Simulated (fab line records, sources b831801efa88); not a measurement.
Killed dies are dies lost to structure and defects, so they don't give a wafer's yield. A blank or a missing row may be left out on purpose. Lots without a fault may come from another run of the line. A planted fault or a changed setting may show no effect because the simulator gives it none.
Which tool did it? | flow gf180mcu | 13 lots, 39 wafers sampled, at 4 steps of a route of 602

WHAT THE GAUGES READ, wafer by wafer
GF_SAB_THK_MEAS_01. Usual: SAB_CVD_00_THK 50.0 nm, standard deviation 0.6.
lot  | measured     | on            | SAB_CVD_00_THK (nm) | flag
L461 | day 13 21:09 | film_metro-03 | 49.5 49.5 50.4      |
L463 | day 14 14:36 | film_metro-03 | 49.6 49.2 50.3      |
L464 | day 15 00:56 | film_metro-02 | 49.6 49.2 50.0      |
L465 | day 15 11:44 | film_metro-02 | 49.4 49.8 50.0      |
L469 | day 16 18:51 | film_metro-02 | 50.2 49.6 50.6      |
L468 | day 16 22:52 | film_metro-01 | 49.5 50.3 49.5      |
L470 | day 17 08:34 | film_metro-02 | 48.9 49.5 50.4      |
L472 | day 18 22:53 | film_metro-03 | 49.5 49.5 51.0      |
L474 | day 19 01:54 | film_metro-01 | 49.4 50.1 51.3      |
L473 | day 19 03:38 | film_metro-02 | 44.8 45.4 45.4      | OFF
L476 | day 19 22:23 | film_metro-01 | 44.3 44.6 45.0      | OFF
L480 | day 21 08:32 | film_metro-02 | 49.9 49.2 50.3      |
L484 | day 22 04:40 | film_metro-02 | 48.8 50.0 49.7      |

GF_CONTACT_THK_MEAS_01. Usual: CONTACT_CVD_00_THK 298.1 nm, standard deviation 2.6.
lot  | measured     | on            | CONTACT_CVD_00_THK (nm) | flag
L461 | day 14 18:25 | film_metro-02 | 299.1 297.4 302.0       |
L463 | day 15 12:42 | film_metro-04 | 297.8 295.5 295.8       |
L464 | day 15 23:06 | film_metro-04 | 301.8 297.8 299.5       |
L465 | day 16 10:48 | film_metro-04 | 296.2 298.4 298.5       |
L469 | day 17 19:29 | film_metro-03 | 303.1 302.1 300.5       |
L468 | day 17 22:43 | film_metro-02 | 298.3 301.5 298.5       |
L470 | day 18 08:41 | film_metro-03 | 296.2 297.5 300.3       |
L472 | day 20 00:14 | film_metro-04 | 298.8 294.7 300.0       |
L474 | day 20 03:16 | film_metro-03 | 298.5 298.6 295.5       |
L473 | day 20 05:19 | film_metro-03 | 295.8 297.4 299.1       |
L476 | day 20 23:05 | film_metro-02 | 300.6 297.4 300.7       |
L480 | day 22 08:46 | film_metro-02 | 296.0 296.8 295.6       |
L484 | day 23 05:07 | film_metro-03 | 299.6 295.0 296.8       |

WHICH TOOL RAN EACH LOT (tool, then ch and the chambers of the sampled wafers, then the start)
lot  | GF_HV_LDD_RTA_52                 | GF_SAB_CVD_00
L461 | rtp_anneal-01 ch 0, day 12 02:52 | pecvd-03 ch 0,1, day 13 21:07
L463 | rtp_anneal-01 ch 0, day 12 18:40 | pecvd-03 ch 0,2, day 14 14:34
L464 | rtp_anneal-02 ch 0, day 13 03:34 | pecvd-02 ch 0,2, day 15 00:55
L465 | rtp_anneal-02 ch 0, day 13 13:33 | pecvd-03 ch 0,1,2, day 15 11:43
L469 | rtp_anneal-01 ch 0, day 14 19:08 | pecvd-03 ch 1,2, day 16 18:49
L468 | rtp_anneal-01 ch 0, day 14 22:47 | pecvd-03 ch 0,2, day 16 22:50
L470 | rtp_anneal-02 ch 0, day 15 07:38 | pecvd-01 ch 0,2, day 17 08:33
L472 | rtp_anneal-02 ch 0, day 16 20:53 | pecvd-02 ch 0,1,2, day 18 22:52
L474 | rtp_anneal-02 ch 0, day 16 22:54 | pecvd-01 ch 0,2, day 19 01:49
L473 | rtp_anneal-01 ch 0, day 17 01:19 | pecvd-02 ch 0,1,2, day 19 03:36
L476 | rtp_anneal-01 ch 0, day 17 19:38 | pecvd-02 ch 0,2, day 19 22:22
L480 | rtp_anneal-02 ch 0, day 19 04:18 | pecvd-01 ch 0,1, day 21 08:31
L484 | rtp_anneal-02 ch 0, day 20 01:51 | pecvd-03 ch 1,2, day 22 04:37
- GF_HV_LDD_RTA_52: time 10 s.
- GF_SAB_CVD_00: deposits SiO2 from TEOS, target thk 50 nm, time 4.9302 s.

WHAT THE TOOLS THEMSELVES READ (means of the sampled wafers that have a number; where no wafer has one, the mark that the record gives instead)
GF_HV_LDD_RTA_52. Usual: lamp_power_pct 35 %, standard deviation 5.8; wafer_temp_C_max 1005.4, standard deviation 1.4.
lot  | tool          | lamp_power_pct (%) | wafer_temp_C_max | flag
L461 | rtp_anneal-01 | 27                 | 1006.5           |
L463 | rtp_anneal-01 | 27                 | 1006.9           |
L464 | rtp_anneal-02 | 39                 | 1004.5           |
L465 | rtp_anneal-02 | 39                 | 1004.0           |
L469 | rtp_anneal-01 | 27                 | 1006.0           |
L468 | rtp_anneal-01 | 27                 | 1006.0           |
L470 | rtp_anneal-02 | 39                 | 1004.9           |
L472 | rtp_anneal-02 | 39                 | 1004.7           |
L474 | rtp_anneal-02 | 39                 | 1005.1           |
L473 | rtp_anneal-01 | 27                 | 1005.8           |
L476 | rtp_anneal-01 | 27                 | 1006.9           |
L480 | rtp_anneal-02 | 39                 | 1005.2           |
L484 | rtp_anneal-02 | 39                 | 1003.9           |

GF_SAB_CVD_00. Usual: heater_power_w 679 W, standard deviation 110; rf_fwd_power_W 587.6 W, standard deviation 2.8.
lot  | tool     | heater_power_w (W) | rf_fwd_power_W (W) | flag
L461 | pecvd-03 | 522                | 589.4              |
L463 | pecvd-03 | 537                | 587.3              |
L464 | pecvd-02 | 745                | 588.8              |
L465 | pecvd-03 | 601                | 585.3              |
L469 | pecvd-03 | 672                | 586.1              |
L468 | pecvd-03 | 528                | 588.2              |
L470 | pecvd-01 | 733                | 585.5              |
L472 | pecvd-02 | 747                | 589.9              |
L474 | pecvd-01 | 619                | 584.9              |
L473 | pecvd-02 | 708                | -                  | OFF
L476 | pecvd-02 | 787                | -                  | OFF
L480 | pecvd-01 | 789                | 586.9              |
L484 | pecvd-03 | 622                | 583.5              |

THE ANSWER, worked out from the rows above alone
Rule: a lot is off if the mean of its wafers that have a number lies more than 3 standard deviations from the usual mean. A lot without any number at a reading at which 4 lots or more have one is off too. The other lots that the step has rows for count as sound. The gauges are gone through in route order, then the tools' own readings, and for those a lot's mean is taken as printed above. The first step at which some lot is off is used, and at that step the reading that is off furthest; a lot without a number counts as furthest.
Off: L473, L476, at GF_SAB_THK_MEAS_01 (SAB_CVD_00_THK).
A tool fits if, at a process step before that reading, it ran every lot that is off, and no sound lot after the first of them. The gauges at GF_SAB_THK_MEAS_01 aren't tried: what is off there is off at GF_SAB_CVD_00 too, on other tools, and a gauge's error can't cause that. Can't be told from this: 2 tools fit, rtp_anneal-01 at GF_HV_LDD_RTA_52, pecvd-02 at GF_SAB_CVD_00.

WHAT THE SIMULATOR HAD PUT IN
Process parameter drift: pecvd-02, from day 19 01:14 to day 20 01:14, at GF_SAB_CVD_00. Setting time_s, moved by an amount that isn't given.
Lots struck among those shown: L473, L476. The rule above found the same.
